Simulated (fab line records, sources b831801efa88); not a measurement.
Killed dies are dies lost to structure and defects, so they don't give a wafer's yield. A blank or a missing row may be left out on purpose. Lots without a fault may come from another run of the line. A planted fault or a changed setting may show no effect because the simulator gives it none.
Chamber matching | flow gf180mcu | GF_CONTACT_CMP_04 on cmp-01: 4 sister chambers
The step polishes SiO2. 4 wafers are shown with their chamber, then 7 later ones without.

WAFERS WITH THEIR CHAMBER
wafer  | chamber | motor_current_A (A)
L994.5 | 3       | 12.3
L994.6 | 2       | 10.4
L100.1 | 0       | 10.4
L100.4 | 1       | 13.4

WAFERS WITHOUT THEIR CHAMBER
wafer  | motor_current_A (A)
L100.6 | 10.7
L101.1 | 10.2
L101.4 | 10.3
L101.6 | 10.6
L102.1 | 11.9
L102.2 | 11.9
L102.3 | 10.3

WHICH CHAMBER EACH WENT THROUGH
wafer  | from the rows above     | in truth
L100.6 | can't be placed: 0 or 2 | 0
L101.1 | can't be placed: 0 or 2 | 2
L101.4 | can't be placed: 0 or 2 | 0
L101.6 | can't be placed: 0 or 2 | 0
L102.1 | 3                       | 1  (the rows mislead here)
L102.2 | 3                       | 3
L102.3 | can't be placed: 0 or 2 | 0
Placed correctly: 1 of 7. Can't be placed from these rows: 5 (the true chamber is among the candidates in 5). Placed wrongly: 1.
How it was worked out, from the rows above alone: a wafer's distance from a chamber is the root of the sum, over the readings, of the square of ((its reading less the chamber's mean) divided by the reading's scatter). The wafer belongs to the nearest chamber; if the next one is less than 2 further off, it can't be placed. A chamber's mean is the mean of its shown wafers. The scatter: with one shown wafer a chamber, the root of the mean of the squares of how far each hidden wafer lies from its nearest shown one.
